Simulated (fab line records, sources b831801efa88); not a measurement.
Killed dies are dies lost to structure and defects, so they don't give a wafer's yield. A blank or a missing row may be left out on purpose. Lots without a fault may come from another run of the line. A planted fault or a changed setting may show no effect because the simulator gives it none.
Problem report in the 8D (eight disciplines) form, filled by code | flow gf180mcu | the parts of the form that need people (team, actions taken, sign-off) are left out

1. THE PROBLEM
time_to_endpoint_s at GF_V2_CMP_26 reads a mean of 46.5 s on 6 wafers of 2 lots; wafers without a fault read 83.1 s with a standard deviation of 2.6. That is -14 standard deviations from the usual mean.
The step: polishes, stops on SiO2, t overpolish 15 s, target thk 0 nm.
First seen on wafer L393.1, day 21 12:25, on cmp-02. The record holds 39 wafers of 13 lots with a number at this step. Rule for "out", or "out of limits": more than 4 standard deviations from the usual mean. The other wafers with a number count as sound.

2. WHAT IT IS AND WHAT IT IS NOT
question                    | is                     | is not
which readings at this step | time_to_endpoint_s     | motor_current_A, overpolish_run_s, slurry_flow_ml_min
which lots                  | L393, L395             | L391, L392, L402, L403, L404, L405, L407, L408, L409, L411, L413
which wafers of those lots  | all that have a number | -
read on which tools         | cmp-02                 | cmp-01
when                        | from day 21 12:25      | up to then (6 sound wafers); but 27 sound wafers of L402, L403, L404, L405, L407, L408, L409, L411, L413 came after

3. SUSPECTS, AND WHAT RULES EACH OUT
Counting: a tool at a process step up to the reading stays a suspect if it ran every lot that is out and no sound lot after the first of them.
- cmp-02 at GF_V2_CMP_26 (polishes, stops on SiO2, t overpolish 15 s, target thk 0 nm): ruled out as a lasting fault. Sound lots L403, L404, L405, L407, L408 ran on it after its first lot that is out, L393 (day 21 12:25).
Left after counting: nothing in the record.

4. THE CAUSE (what the simulator had put in)
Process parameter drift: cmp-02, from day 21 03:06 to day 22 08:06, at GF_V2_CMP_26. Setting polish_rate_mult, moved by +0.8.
Counting ruled it out, wrongly.

5. THE CHAIN OF EFFECTS, in route order
Each row: a reading whose mean over the struck wafers that have a number lies more than 3 standard deviations from the usual. Only readings for which the record gives a usual standard deviation are gone through. hours: the time from each lot's start at the first step in this table that gives one to its start at this step, as a median over the lots. sigmas: the change in usual standard deviations.
hours | step         | reading            | usual  | on struck wafers | change | sigmas
0     | GF_V2_CMP_26 | time_to_endpoint_s | 83.1 s | 46.5             | -36.6  | -14
The process steps in it:
- GF_V2_CMP_26: polishes, stops on SiO2, t overpolish 15 s, target thk 0 nm.

6. WHAT WOULD HAVE CAUGHT IT SOONER
In this record the first reading out of limits was taken at day 21 12:25, 9 hours after the fault began at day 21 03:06.
